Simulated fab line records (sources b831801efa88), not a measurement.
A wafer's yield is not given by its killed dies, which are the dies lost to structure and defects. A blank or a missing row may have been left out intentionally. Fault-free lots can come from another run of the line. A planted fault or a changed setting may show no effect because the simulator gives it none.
Code-filled problem report in 8D (eight disciplines) form    flow sky130    the parts of the form that need people (team, actions taken, sign-off) are left out

## 1. WHAT WENT WRONG
At SKY_SONOS_TUNNEL_COAT_02, spin-speed-rpm averages 3100.6 rpm over 6 wafers from 2 lots, while fault-free wafers read 3000.4 rpm, standard deviation 2.3. Measured from the usual mean, that is +44 standard deviations.
The step: resist thk 1140 nm.
First seen on wafer L760.1, day 15 03:58, on litho-track-01. At this step, 39 wafers from 13 lots have a number in the record. The rule behind "out" and "out of limits": a value lying over 4 standard deviations away from the usual mean. The other wafers with a number count as sound.

## 2. WHAT IT IS AND WHAT IT IS NOT
question                     is                      is not
which readings at this step  spin-speed-rpm          -
which lots                   L760, L761              L747, L749, L750, L751, L754, L756, L764, L767, L768, L769, L770
which wafers of those lots   all that have a number  -
read on which tools          litho-track-01          litho-track-02, litho-track-04
when                         from day 15 03:58       up to then (18 sound wafers); but 15 sound wafers of L764, L767, L768, L769, L770 came after

## 3. WHAT RULES OUT EACH SUSPECT
Counting: a tool at a process step up to the reading stays a suspect if it ran every lot that is out and no sound lot after the first of them.
- plasma-asher-01 at SKY_NWELL_STRIP_25 (strips in O2/N2): ruled out as a lasting fault. Following L760 (day 8 15:20), the first lot on it that is out, the sound lots L764, L767 were run on it.
- litho-track-01 at SKY_SONOS_TUNNEL_COAT_02 (resist thk 1140 nm): ruled out as a lasting fault. Following L760 (day 15 03:58), the first lot on it that is out, the sound lots L768, L769, L770 were run on it.
Left after counting: nothing in the record.

## 4. THE CAUSE (what the simulator had put in)
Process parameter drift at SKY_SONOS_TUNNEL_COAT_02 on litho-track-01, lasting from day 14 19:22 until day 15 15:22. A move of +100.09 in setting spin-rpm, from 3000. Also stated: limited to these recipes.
Counting ruled it out, wrongly.

## 5. SEQUENCE OF EFFECTS, ordered by route
Each row: a reading whose mean over the struck wafers that have a number lies more than 3 standard deviations from the usual. Scope: only readings with a usual standard deviation given in the record; hours: median across lots of the time from each lot's start at the first step in this table that gives one to its start at this step; sigmas: change in usual standard deviations.
hours  step                      reading         usual       on struck wafers  change  sigmas
0      SKY_SONOS_TUNNEL_COAT_02  spin-speed-rpm  3000.4 rpm  3100.6            +100.2  +44
The process steps in it:
- SKY_SONOS_TUNNEL_COAT_02: resist thk 1140 nm.
Later steps that measure or inspect, where all struck wafers having a row at the step show a number for every such reading and not one has moved that far: SKY_CONTACT_THK_MEAS_26.

## 6. WHAT WOULD HAVE CAUGHT IT SOONER
In this record no reading fell out of limits until day 15 03:58, 9 hours after the fault had begun at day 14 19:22.
